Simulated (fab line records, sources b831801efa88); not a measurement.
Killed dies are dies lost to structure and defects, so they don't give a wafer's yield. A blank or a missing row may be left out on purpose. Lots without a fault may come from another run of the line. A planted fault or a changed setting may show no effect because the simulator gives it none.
fab line records | flow sky130
record lots=12 wafers=36 last_day=50
route steps=708 shown VT_ADJUST_LVTN@118 SONOS_ONO@168 GATE_OXIDE@197 PAD_OPEN@708
lots that met no fault: from a run of the same line without faults
start_h: hours from the record's first day to the start of the lot's first wafer shown | wait_h: hours since the lot's step before | " the same as in the row above | L1.1+2: a row that stands for several wafers | - no value, or no start given | * or withheld: withheld | < > ~ a bound
route shown NAME@n: a module of which the file shows steps, and the number in the route of the first | usual: mean/standard deviation of fault-free wafers | same: alike in all rows | chamber/n: place in a boat | sites: the reading at each site | _std_site: their standard deviation | _edge_site: outer sites' mean less inner sites' | radius_mm: how far each site lies from the wafer's centre | mask NAME#n: copy n | behind: the tool/chamber that last shaped the wafer | hold: why the lot was held/for how many hours/how that ended | device: the transistor (n, p or np) that didn't switch | end of line: the same wafers' tests at the end of the route | a step without rows: its recipe alone | killed: dies lost to structure and defects at the first sort, not the wafer's yield | map: a wafer's dies, x killed, . not, _ none there
set.NAME: the setting as run; set.NAME@STEP: as run at that earlier step | model.NAME: the simulator's own value behind a step, which no gauge read
steps of the route over a sample of lots; a table a step, a row a wafer
services: from which hour (start_h, from the record's first day; less than 0 if before it) a tool's chamber was out of use, for how many hours, and why
## steps
# step SKY_VT_ADJUST_LVTN_TW_MEAS_21
# usual VT_ADJUST_LVTN_2_TW=189.2/2.1
# columns lot.wafer tool chamber start_h wait_h VT_ADJUST_LVTN_2_TW
L586.1 film_metro-04 - 161.24 0.1 187.0
L586.2 " - " " 187.1
L586.3 " - " " 186.9
L587.2 film_metro-03 - 184.11 0.1 188.5
L587.3 " - " " 188.5
L587.6 " - " " 189.2
L588.1 film_metro-03 - 184.76 0.1 187.9
L588.5 " - " " 188.0
L588.6 " - " " 188.3
L589.1 film_metro-04 - 185.35 0.1 188.1
L589.4 " - " " 186.9
L589.5 " - " " 187.1
L591.3 film_metro-03 - 187.67 0.1 187.8
L591.4 " - " " 188.6
L591.5 " - " " 187.3
L590.2 film_metro-02 - 189.70 0.1 191.1
L590.4 " - " " 191.4
L590.5 " - " " 190.5
L598.2 film_metro-03 - 240.87 0.1 189.5
L598.4 " - " " 188.7
L598.6 " - " " 189.5
L599.3 film_metro-04 - 248.72 0.1 187.2
L599.4 " - " " 187.6
L599.6 " - " " 187.7
L601.2 film_metro-03 - 262.07 0.1 188.7
L601.3 " - " " 188.5
L601.5 " - " " 189.3
L605.1 film_metro-02 - 291.04 0.1 191.7
L605.2 " - " " 192.1
L605.3 " - " " 191.6
L606.1 film_metro-03 - 306.70 0.1 188.0
L606.2 " - " " 188.9
L606.3 " - " " 188.5
L607.1 film_metro-02 - 327.79 0.1 192.4
L607.3 " - " " 194.9
L607.6 " - " " 192.7
# step SKY_SONOS_ONO_OXIDATION_00
# recipe temp_c=800 ambient=O2 idle_temp_c=700 ramp_up_c_per_min=10 ramp_down_c_per_min=3 stabilise_s=600 purge_s=300 target_thk_a=26 ox_time_s=1249
# usual spike_tc_bottom_C=819/4.1 spike_tc_centre_C=798.8/1.3 spike_tc_lower_C=800.7/1.4 spike_tc_top_C=809.2/1.9 spike_tc_upper_C=800.4/1.3 tube_center_temp_C=800/0.076 tube_center_temp_C_max=802.1/0.32 zone_power_upper_pct=14.41/0.15
# columns lot.wafer tool chamber start_h wait_h spike_tc_bottom_C spike_tc_centre_C spike_tc_lower_C spike_tc_top_C spike_tc_upper_C tube_center_temp_C tube_center_temp_C_max zone_power_upper_pct
L586.1 furnace-02 0 252.99 4.8 822 798.6 800.1 808.7 800.6 800.07 801.8 14.43
L586.2 " 0 " " 820 798.6 802.3 806.5 801.7 799.88 801.8 14.50
L586.3 " 0 " " 821 799.3 802.9 808.4 800.8 800 802.1 14.63
L587.2 furnace-01 0 276.63 0.0 813 798.8 799.6 811.6 799.5 800.03 802.6 14.47
L587.3 " 0 " " 813 799.7 798.9 812.0 799.2 799.97 802.0 14.49
L587.6 " 0 " " 813 800.6 799.4 809.9 798.9 800 802.1 14.15
L588.1 furnace-02 0 277.18 0.0 824 797.9 801.2 808.5 800.8 800.01 802.1 14.62
L588.5 " 0 " " 822 798.4 800.2 807.3 802.5 800.15 802.4 14.17
L588.6 " 0 " " 822 796.2 800.7 808.3 800.9 800.01 801.6 14.35
L589.1 furnace-02 0 278.53 0.9 821 798.4 799.6 808.8 801.1 799.93 802.0 14.38
L589.4 " 0 " " 821 797.6 803.1 808.8 800.3 800.06 802.1 14.47
L589.5 " 0 " " 823 798.5 801.3 809.4 800.1 799.84 801.6 14.26
L591.3 furnace-02 0 281.63 1.2 822 798.8 802.7 808.1 800.7 799.97 801.9 14.34
L591.4 " 0 " " 821 798.3 799.8 807.9 799.9 799.94 802.0 14.47
L591.5 " 0 " " 822 796.3 801.9 808.2 800.1 800.1 802.3 14.54
L590.2 furnace-02 0 282.98 0.2 823 799.1 802.0 807.4 802.0 800.05 802.0 14.42
L590.4 " 0 " " 821 797.2 800.6 808.9 802.4 799.98 802.6 14.22
L590.5 " 0 " " 822 798.3 801.5 808.7 799.6 799.95 802.1 14.38
L598.2 furnace-02 0 344.23 0.5 808 784.1 787.4 792.8 784.3 784.63 786.4 13.88
L598.4 " 0 " " 805 781.8 786.7 792.9 784.7 784.71 786.7 13.81
L598.6 " 0 " " 806 782.6 784.6 793.7 785.0 784.7 787.3 14.09
L599.3 furnace-02 0 351.58 1.4 809 782.6 785.6 793.6 785.7 784.66 786.7 13.75
L599.4 " 0 " " 807 782.9 786.6 793.1 785.0 784.79 786.4 13.60
L599.6 " 0 " " 805 782.5 786.5 794.7 786.2 784.7 786.6 13.74
L601.2 furnace-01 0 366.71 0.0 813 799.9 798.8 809.9 800.4 800 802.0 14.40
L601.3 " 0 " " 814 800.5 799.3 811.1 799.4 800.05 802.1 14.20
L601.5 " 0 " " 814 798.1 800.5 811.9 801.9 799.95 801.8 14.54
L605.1 furnace-01 0 403.07 0.6 813 799.7 797.3 813.3 797.9 799.91 801.6 14.46
L605.2 " 0 " " 814 800.2 798.3 812.5 799.6 800.05 802.0 14.57
L605.3 " 0 " " 814 799.5 801.3 811.6 798.4 799.99 801.7 14.26
L606.1 furnace-01 0 420.45 0.4 812 801.0 800.5 811.5 799.5 800.04 802.0 14.48
L606.2 " 0 " " 813 800.0 800.9 810.3 799.6 799.95 802.3 14.43
L606.3 " 0 " " 814 799.7 798.5 811.5 798.7 799.88 801.8 14.04
L607.1 furnace-02 0 445.26 0.0 821 799.3 801.3 807.3 801.3 800.01 802.0 14.58
L607.3 " 0 " " 823 798.5 803.2 808.2 803.4 799.89 801.7 14.59
L607.6 " 0 " " 821 797.1 801.8 808.8 800.9 799.96 803.1 14.40
# step SKY_SONOS_ONO_THK_MEAS_01
# recipe reads=SiO2_of_SONOS_ONO_OXIDATION_00
# usual SONOS_ONO_OXIDATION_THK=2.59/0.06
# columns lot.wafer tool chamber start_h wait_h hold SONOS_ONO_OXIDATION_THK[nm]
L586.1 film_metro-01 - 254.33 0.0 - 2.67
L586.2 " - " " - 2.61
L586.3 " - " " - 2.53
L587.2 film_metro-02 - 277.99 0.0 - 2.53
L587.3 " - " " - 2.58
L587.6 " - " " - 2.54
L588.1 film_metro-03 - 278.53 0.0 - 2.52
L588.5 " - " " - 2.54
L588.6 " - " " - 2.60
L589.1 film_metro-03 - 279.87 0.0 - 2.69
L589.4 " - " " - 2.66
L589.5 " - " " - 2.63
L591.3 film_metro-02 - 283.00 0.0 - 2.69
L591.4 " - " " - 2.68
L591.5 " - " " - 2.71
L590.2 film_metro-02 - 284.34 0.0 - 2.75
L590.4 " - " " - 2.67
L590.5 " - " " - 2.73
L598.2 film_metro-01 - 345.58 0.0 await_dispo/0.2h/release 2.07
L598.4 " - " " await_dispo/0.2h/release 2.07
L598.6 " - " " await_dispo/0.2h/release 2.01
L598.2 film_metro-01 - 345.81 0.2 - 2.13
L598.4 " - " " - 2.07
L598.6 " - " " - 2.03
L599.3 film_metro-02 - 352.95 0.0 await_dispo/0.2h/release 2.10
L599.4 " - " " await_dispo/0.2h/release 2.12
L599.6 " - " " await_dispo/0.2h/release 2.14
L599.3 film_metro-02 - 353.17 0.2 - 2.07
L599.4 " - " " - 2.13
L599.6 " - " " - 2.11
L601.2 film_metro-03 - 368.07 0.0 - 2.56
L601.3 " - " " - 2.53
L601.5 " - " " - 2.57
L605.1 film_metro-02 - 404.41 0.0 - 2.54
L605.2 " - " " - 2.58
L605.3 " - " " - 2.51
L606.1 film_metro-02 - 421.80 0.0 - 2.61
L606.2 " - " " - 2.57
L606.3 " - " " - 2.59
L607.1 film_metro-03 - 446.60 0.0 - 2.57
L607.3 " - " " - 2.53
L607.6 " - " " - 2.60
# step SKY_SONOS_ONO_THK_MEAS_05
# recipe reads=SiO2_of_SONOS_ONO_CVD_04
# usual SONOS_ONO_CVD_04_THK=5.72/0.1
# columns lot.wafer tool chamber start_h wait_h SONOS_ONO_CVD_04_THK[nm]
L586.1 film_metro-02 - 256.75 0.0 5.66
L586.2 " - " " 5.76
L586.3 " - " " 5.80
L587.2 film_metro-02 - 280.85 0.0 5.68
L587.3 " - " " 5.75
L587.6 " - " " 5.61
L588.1 film_metro-03 - 282.09 0.0 5.90
L588.5 " - " " 5.86
L588.6 " - " " 5.89
L589.1 film_metro-02 - 283.34 0.0 5.89
L589.4 " - " " 5.80
L589.5 " - " " 5.70
L590.2 film_metro-01 - 287.05 0.0 5.90
L590.4 " - " " 5.85
L590.5 " - " " 5.84
L591.3 film_metro-03 - 287.06 0.0 5.75
L591.4 " - " " 5.75
L591.5 " - " " 5.80
L598.2 film_metro-02 - 354.21 0.1 5.86
L598.4 " - " " 5.77
L598.6 " - " " 5.81
L599.3 film_metro-03 - 356.57 0.0 5.65
L599.4 " - " " 5.54
L599.6 " - " " 5.66
L601.2 film_metro-01 - 372.08 0.0 5.59
L601.3 " - " " 5.59
L601.5 " - " " 5.59
L605.1 film_metro-03 - 408.40 0.0 5.76
L605.2 " - " " 5.73
L605.3 " - " " 5.74
L606.1 film_metro-03 - 424.22 0.0 5.67
L606.2 " - " " 5.66
L606.3 " - " " 5.72
L607.1 film_metro-03 - 449.02 0.0 5.65
L607.3 " - " " 5.76
L607.6 " - " " 5.64
# step SKY_GATE_OXIDE_OVL_MEAS_10
# usual GATE_OXIDE_OVL=-0.6/1.5
# columns lot.wafer tool chamber start_h wait_h GATE_OXIDE_OVL[nm]
L586.1 overlay-02 - 306.12 0.1 -1.6
L586.2 " - " " -0.9
L586.3 " - " " -1.0
L587.2 overlay-02 - 333.47 0.1 -1.6
L587.3 " - " " -1.9
L587.6 " - " " -1.4
L588.1 overlay-02 - 335.61 0.1 -0.4
L588.5 " - " " 0.7
L588.6 " - " " -1.2
L589.1 overlay-02 - 337.86 0.1 1.9
L589.4 " - " " 1.1
L589.5 " - " " 0.3
L591.3 overlay-01 - 341.87 0.1 -0.3
L591.4 " - " " 0.6
L591.5 " - " " -0.5
L590.2 overlay-01 - 342.17 0.1 -1.3
L590.4 " - " " 0.8
L590.5 " - " " 1.6
L598.2 overlay-02 - 408.37 0.1 2.0
L598.4 " - " " 0.6
L598.6 " - " " 4.7
L599.3 overlay-01 - 416.52 0.1 -1.6
L599.4 " - " " -4.2
L599.6 " - " " -1.8
L601.2 overlay-01 - 433.32 0.1 -0.1
L601.3 " - " " -0.1
L601.5 " - " " 0.4
L605.1 overlay-02 - 471.21 0.1 -1.1
L605.2 " - " " 0.7
L605.3 " - " " 1.7
L606.1 overlay-01 - 489.16 0.1 -1.3
L606.2 " - " " 0.6
L606.3 " - " " -1.7
L607.1 overlay-02 - 511.71 0.1 0.8
L607.3 " - " " -0.4
L607.6 " - " " -2.1
# step SKY_PAD_OPEN_PROBE_99
# usual killed_at_M0_to_M3=44/6.8 killed_at_M4_up=2.9/1.9 killed_at_contacts=24/5.2 killed_at_front_end=16/4.1 killed_at_other=0.4/0.74 killed_dies=88/9.1 killed_on_rim=17/4 killed_open=48/7.2 killed_short=39/5.6
# same gross_dies=492 killed_at_back_side=0
# columns lot.wafer tool chamber start_h wait_h killed_at_M0_to_M3 killed_at_M4_up killed_at_contacts killed_at_front_end killed_at_other killed_dies killed_on_rim killed_open killed_short
L586.1 prober-02 - 1069.68 0.1 48 4 29 17 3 101 12 54 43
L586.2 prober-02 - 1069.73 0.1 41 3 33 12 0 89 23 51 38
L586.3 prober-02 - 1069.78 0.2 44 3 28 9 2 86 20 49 36
L587.2 prober-01 - 1092.95 0.1 51 0 26 18 1 96 27 56 40
L587.3 prober-01 - 1093.00 0.2 46 4 23 20 0 93 14 52 41
L587.6 prober-01 - 1093.15 0.2 45 1 24 14 0 84 14 37 47
L588.1 prober-02 - 1094.12 0.1 52 2 27 16 0 97 15 54 41
L588.5 prober-02 - 1094.32 0.2 43 3 22 14 0 82 14 41 40
L588.6 prober-02 - 1094.37 0.2 50 3 34 19 0 106 19 64 40
L589.1 prober-01 - 1094.12 0.1 45 1 22 16 1 85 18 48 37
L589.4 prober-01 - 1094.27 0.2 40 4 24 19 0 87 10 48 39
L589.5 prober-01 - 1094.32 0.2 42 2 15 18 0 77 15 38 39
L591.3 prober-02 - 1095.09 0.2 55 3 25 15 0 98 17 58 40
L591.4 prober-02 - 1095.14 0.2 43 2 25 19 1 90 15 45 44
L591.5 prober-02 - 1095.19 0.2 53 1 19 21 0 94 20 47 47
L590.2 prober-01 - 1099.93 0.1 41 2 24 19 2 88 18 46 42
L590.4 prober-01 - 1100.03 0.2 56 3 17 10 0 86 13 47 39
L590.5 prober-01 - 1100.08 0.2 48 3 17 20 1 89 24 44 45
L598.2 prober-02 - 1143.39 0.1 44 3 25 7 0 79 13 51 27
L598.4 prober-02 - 1143.49 0.2 43 3 20 8 0 74 13 36 38
L598.6 prober-02 - 1143.59 0.2 49 0 19 14 1 83 13 41 41
L599.3 prober-01 - 1152.89 0.2 33 8 31 15 0 87 22 55 32
L599.4 prober-01 - 1152.94 0.2 49 1 22 15 0 87 25 54 33
L599.6 prober-01 - 1153.04 0.2 38 3 21 14 0 76 15 35 41
L601.2 prober-01 - 1157.94 0.1 30 1 26 19 2 78 14 45 31
L601.3 prober-01 - 1157.99 0.2 26 2 26 12 0 66 11 35 31
L601.5 prober-01 - 1158.09 0.2 53 2 27 17 1 100 24 46 53
L605.1 prober-01 - 1188.88 0.1 50 6 21 12 0 89 15 41 48
L605.2 prober-01 - 1188.93 0.1 45 2 19 14 0 80 12 42 38
L605.3 prober-01 - 1188.98 0.2 55 5 23 16 0 99 24 54 45
L606.1 prober-02 - 1189.98 0.1 44 2 20 25 2 93 22 56 37
L606.2 prober-02 - 1190.03 0.1 37 2 21 14 0 74 14 42 32
L606.3 prober-02 - 1190.08 0.2 48 1 22 17 0 88 17 47 41
L607.1 prober-01 - 1199.93 0.1 51 4 22 14 0 91 12 53 37
L607.3 prober-01 - 1200.03 0.2 40 1 37 14 0 92 13 53 39
L607.6 prober-01 - 1200.18 0.2 54 2 20 15 0 91 18 45 46
# killed by level:class
L586.1 CONTACT:geometric_particle:open=13 VIA1:geometric_particle:open=9 LI_CONTACT:geometric_particle:open=9 METAL2:geometric_particle:short=8 FIELD_ISO:geometric_particle:open=7 VIA3:geometric_particle:open=7 METAL1:geometric_particle:short=6 VIA1:geometric_particle:short=5
L586.2 CONTACT:geometric_particle:open=13 VIA1:geometric_particle:open=8 LI_CONTACT:geometric_particle:open=7 VIA3:geometric_particle:open=6 LOCAL_INTERCONNECT:geometric_particle:short=5 METAL1:geometric_particle:short=5 VIA2:geometric_particle:open=5 METAL3:geometric_particle:short=5
L586.3 CONTACT:geometric_particle:open=14 VIA1:geometric_particle:open=14 VIA1:geometric_particle:short=8 CONTACT:geometric_particle:short=5 FIELD_ISO:geometric_particle:open=4 LI_CONTACT:geometric_particle:open=4 VIA2:geometric_particle:short=4 VIA3:geometric_particle:open=4
L587.2 VIA1:geometric_particle:open=14 CONTACT:geometric_particle:open=9 METAL1:geometric_particle:short=9 LI_CONTACT:geometric_particle:open=8 FIELD_ISO:geometric_particle:open=6 VIA1:geometric_particle:short=5 VIA3:geometric_particle:open=5 VIA2:geometric_particle:open=5
L587.3 VIA1:geometric_particle:open=13 CONTACT:geometric_particle:open=8 VIA2:geometric_particle:open=7 POLY_GATE:geometric_particle:short=5 LOCAL_INTERCONNECT:geometric_particle:short=5 METAL1:geometric_particle:short=5 VIA1:geometric_particle:short=5 VIA3:geometric_particle:open=5
L587.6 VIA2:geometric_particle:open=9 CONTACT:geometric_particle:open=8 VIA1:geometric_particle:short=8 VIA1:geometric_particle:open=8 VIA2:geometric_particle:short=7 LI_CONTACT:geometric_particle:open=6 METAL3:geometric_particle:short=5 POLY_GATE:geometric_particle:short=4
L588.1 VIA1:geometric_particle:open=11 VIA2:geometric_particle:open=11 CONTACT:geometric_particle:open=9 LI_CONTACT:geometric_particle:open=7 METAL1:geometric_particle:short=7 CONTACT:geometric_particle:short=6 METAL2:geometric_particle:short=6 VIA3:geometric_particle:open=6
L589.1 VIA1:geometric_particle:open=14 LI_CONTACT:geometric_particle:open=7 CONTACT:geometric_particle:open=7 VIA2:geometric_particle:open=7 POLY_GATE:geometric_particle:open=5 CONTACT:geometric_particle:short=5 VIA1:geometric_particle:short=5 METAL1:geometric_particle:short=4
L589.4 CONTACT:geometric_particle:open=10 VIA1:geometric_particle:open=8 LI_CONTACT:geometric_particle:open=7 METAL1:geometric_particle:short=7 VIA2:geometric_particle:open=6 VIA1:geometric_particle:short=5 FIELD_ISO:geometric_particle:short=4 FIELD_ISO:geometric_particle:open=4
L588.5 CONTACT:geometric_particle:open=7 VIA1:geometric_particle:short=7 FIELD_ISO:geometric_particle:open=6 VIA3:geometric_particle:open=6 METAL1:geometric_particle:short=6 VIA1:geometric_particle:open=6 LI_CONTACT:geometric_particle:open=5 FIELD_ISO:geometric_particle:short=4
L589.5 VIA2:geometric_particle:open=10 METAL2:geometric_particle:short=8 POLY_GATE:geometric_particle:short=6 POLY_GATE:geometric_particle:open=5 VIA1:geometric_particle:short=5 VIA3:geometric_particle:open=5 LI_CONTACT:geometric_particle:short=4 LI_CONTACT:geometric_particle:open=4
L588.6 VIA1:geometric_particle:open=15 LI_CONTACT:geometric_particle:open=10 CONTACT:geometric_particle:open=9 FIELD_ISO:geometric_particle:open=6 METAL1:geometric_particle:short=6 POLY_GATE:geometric_particle:open=5 CONTACT:geometric_particle:short=5 VIA2:geometric_particle:open=5
L591.3 VIA1:geometric_particle:open=15 VIA2:geometric_particle:open=12 CONTACT:geometric_particle:open=8 METAL2:geometric_particle:short=7 CONTACT:geometric_particle:short=6 POLY_GATE:geometric_particle:short=5 LI_CONTACT:geometric_particle:open=5 FIELD_ISO:geometric_particle:open=4
L591.4 LI_CONTACT:geometric_particle:open=8 METAL1:geometric_particle:short=7 CONTACT:geometric_particle:short=7 VIA2:geometric_particle:open=6 VIA3:geometric_particle:open=6 FIELD_ISO:geometric_particle:open=5 FIELD_ISO:geometric_particle:short=5 METAL3:geometric_particle:short=5
L591.5 VIA1:geometric_particle:open=10 METAL1:geometric_particle:short=7 POLY_GATE:geometric_particle:short=6 LI_CONTACT:geometric_particle:open=6 VIA3:geometric_particle:open=6 VIA1:geometric_particle:short=5 CONTACT:geometric_particle:short=5 CONTACT:geometric_particle:open=5
L590.2 LI_CONTACT:geometric_particle:open=7 METAL2:geometric_particle:short=7 FIELD_ISO:geometric_particle:open=6 LI_CONTACT:geometric_particle:short=6 VIA1:geometric_particle:open=6 VIA3:geometric_particle:open=6 VIA2:geometric_particle:open=6 CONTACT:geometric_particle:open=5
L590.4 VIA2:geometric_particle:open=13 VIA3:geometric_particle:open=9 METAL1:geometric_particle:short=7 VIA1:geometric_particle:open=7 LOCAL_INTERCONNECT:geometric_particle:short=6 CONTACT:geometric_particle:open=5 METAL2:geometric_particle:short=4 VIA2:geometric_particle:short=4
L590.5 VIA2:geometric_particle:open=11 METAL1:geometric_particle:short=8 VIA3:geometric_particle:open=7 VIA1:geometric_particle:open=6 METAL2:geometric_particle:short=6 FIELD_ISO:geometric_particle:short=4 POLY_GATE:geometric_particle:short=4 LI_CONTACT:geometric_particle:open=4
L598.2 LI_CONTACT:geometric_particle:open=11 VIA1:geometric_particle:open=11 VIA3:geometric_particle:open=10 CONTACT:geometric_particle:open=7 METAL2:geometric_particle:short=5 VIA1:geometric_particle:short=4 VIA2:geometric_particle:open=4 POLY_GATE:geometric_particle:open=3
L598.4 CONTACT:geometric_particle:open=10 VIA1:geometric_particle:short=9 VIA1:geometric_particle:open=7 VIA3:geometric_particle:open=7 METAL1:geometric_particle:short=5 METAL2:geometric_particle:short=5 VIA2:geometric_particle:short=4 LI_CONTACT:geometric_particle:open=4
L598.6 VIA1:geometric_particle:open=9 VIA3:geometric_particle:open=9 VIA1:geometric_particle:short=8 METAL2:geometric_particle:short=8 LI_CONTACT:geometric_particle:open=5 CONTACT:geometric_particle:short=5 CONTACT:geometric_particle:open=4 METAL1:geometric_particle:short=4
L599.3 CONTACT:geometric_particle:open=14 VIA1:geometric_particle:open=9 LI_CONTACT:geometric_particle:open=8 FIELD_ISO:geometric_particle:open=6 VIA2:geometric_particle:open=6 CONTACT:geometric_particle:short=5 VIA1:geometric_particle:short=5 METAL4:geometric_particle:short=4
L599.4 VIA3:geometric_particle:open=10 CONTACT:geometric_particle:open=9 VIA1:geometric_particle:open=9 METAL2:geometric_particle:short=8 METAL1:geometric_particle:short=8 VIA2:geometric_particle:open=7 FIELD_ISO:geometric_particle:open=6 LI_CONTACT:geometric_particle:open=5
L599.6 VIA1:geometric_particle:open=9 CONTACT:geometric_particle:open=8 POLY_GATE:geometric_particle:open=7 VIA1:geometric_particle:short=7 LOCAL_INTERCONNECT:geometric_particle:short=6 METAL1:geometric_particle:short=5 VIA2:geometric_particle:short=5 CONTACT:geometric_particle:short=4
L601.2 CONTACT:geometric_particle:open=9 LI_CONTACT:geometric_particle:open=8 POLY_GATE:geometric_particle:open=8 FIELD_ISO:geometric_particle:short=5 VIA1:geometric_particle:open=5 VIA2:geometric_particle:open=5 LI_CONTACT:geometric_particle:short=4 VIA3:geometric_particle:open=4
L601.3 CONTACT:geometric_particle:open=10 CONTACT:geometric_particle:short=7 VIA2:geometric_particle:open=7 LI_CONTACT:geometric_particle:open=6 METAL1:geometric_particle:short=6 SPACER:geometric_particle:short=4 VIA3:geometric_particle:open=3 POLY_GATE:geometric_particle:open=3
L601.5 CONTACT:geometric_particle:open=11 METAL1:geometric_particle:short=9 CONTACT:geometric_particle:short=8 VIA1:geometric_particle:open=8 METAL2:geometric_particle:short=8 POLY_GATE:geometric_particle:short=7 VIA2:geometric_particle:open=7 VIA2:geometric_particle:short=5
L605.1 VIA1:geometric_particle:open=9 VIA3:geometric_particle:open=9 VIA1:geometric_particle:short=8 LI_CONTACT:geometric_particle:open=7 METAL1:geometric_particle:short=6 METAL4:geometric_particle:short=6 CONTACT:geometric_particle:open=5 VIA3:geometric_particle:short=4
L605.2 VIA2:geometric_particle:open=11 LI_CONTACT:geometric_particle:open=7 VIA1:geometric_particle:open=6 METAL1:geometric_particle:short=6 CONTACT:geometric_particle:open=5 CONTACT:geometric_particle:short=5 METAL2:geometric_particle:short=5 FIELD_ISO:geometric_particle:short=4
L605.3 VIA1:geometric_particle:open=12 CONTACT:geometric_particle:open=9 VIA3:geometric_particle:open=9 POLY_GATE:geometric_particle:open=7 METAL2:geometric_particle:short=7 METAL3:geometric_particle:short=6 LI_CONTACT:geometric_particle:open=6 CONTACT:geometric_particle:short=6
L606.1 METAL1:geometric_particle:short=10 VIA2:geometric_particle:open=8 POLY_GATE:geometric_particle:open=8 VIA1:geometric_particle:open=8 VIA3:geometric_particle:open=8 POLY_GATE:geometric_particle:short=6 CONTACT:geometric_particle:open=6 LI_CONTACT:geometric_particle:open=5
L606.2 VIA1:geometric_particle:open=8 LI_CONTACT:geometric_particle:open=7 CONTACT:geometric_particle:open=6 METAL2:geometric_particle:short=6 POLY_GATE:geometric_particle:short=5 METAL1:geometric_particle:short=5 VIA1:geometric_particle:short=5 VIA3:geometric_particle:open=5
L606.3 VIA1:geometric_particle:open=11 VIA3:geometric_particle:open=8 LI_CONTACT:geometric_particle:open=7 CONTACT:geometric_particle:open=7 POLY_GATE:geometric_particle:open=6 VIA2:geometric_particle:short=6 FIELD_ISO:geometric_particle:short=5 POLY_GATE:geometric_particle:short=5
L607.1 VIA1:geometric_particle:open=10 VIA3:geometric_particle:open=9 CONTACT:geometric_particle:open=9 VIA2:geometric_particle:open=7 LI_CONTACT:geometric_particle:open=6 METAL1:geometric_particle:short=6 POLY_GATE:geometric_particle:open=5 CONTACT:geometric_particle:short=4
L607.3 LI_CONTACT:geometric_particle:open=13 CONTACT:geometric_particle:open=10 VIA3:geometric_particle:open=8 METAL3:geometric_particle:short=6 LI_CONTACT:geometric_particle:short=5 CONTACT:geometric_particle:short=5 VIA1:geometric_particle:open=5 VIA2:geometric_particle:open=5
L607.6 VIA2:geometric_particle:open=14 VIA1:geometric_particle:open=9 METAL2:geometric_particle:short=8 VIA1:geometric_particle:short=7 FIELD_ISO:geometric_particle:short=6 CONTACT:geometric_particle:open=5 LOCAL_INTERCONNECT:geometric_particle:short=5 VIA3:geometric_particle:open=5
## services
# columns tool chamber start_h hours kind
furnace-01 - 232.80 10.8 repair
furnace-02 - 243.89 4.7 pm
furnace-01 - 249.16 4.0 pm
furnace-02 - 287.37 2.9 pm
furnace-01 - 408.75 3.6 pm
## key
first_sign step=SKY_SONOS_ONO_OXIDATION_00 reading=tube_center_temp_C direction=down sigmas=99+ usual=* struck=*
effect step=SKY_SONOS_ONO_OXIDATION_00 reading=tube_center_temp_C_max direction=down sigmas=48 usual=* struck=*
effect step=SKY_SONOS_ONO_THK_MEAS_01 reading=visit direction=added
effect step=SKY_SONOS_ONO_THK_MEAS_01 reading=SONOS_ONO_OXIDATION_THK direction=down sigmas=8.4 usual=2.59 struck=2.08
met_at SKY_SONOS_ONO_OXIDATION_00
struck_lots L598,L599
tester_left_out L598,L599
not_acting_at SKY_VT_ADJUST_LVTN_TW_MEAS_21,SKY_SONOS_ONO_THK_MEAS_05,SKY_GATE_OXIDE_OVL_MEAS_10
onset_between 282.98 344.23
fault kind=process_parameter_drift tool=furnace-02 chamber=- onset_h=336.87 steps=SKY_SONOS_ONO_OXIDATION_00 channel=temp_c offset=* shape=step end_h=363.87 acts_in=* stated=*
# tester_left_out: of these lots the tester's yield and bins aren't shown, on N5 and GAA mostly nor the transistor test; their killed dies are dies lost to structure and defects alone, not to doping, threshold or leakage, so they don't give the yield
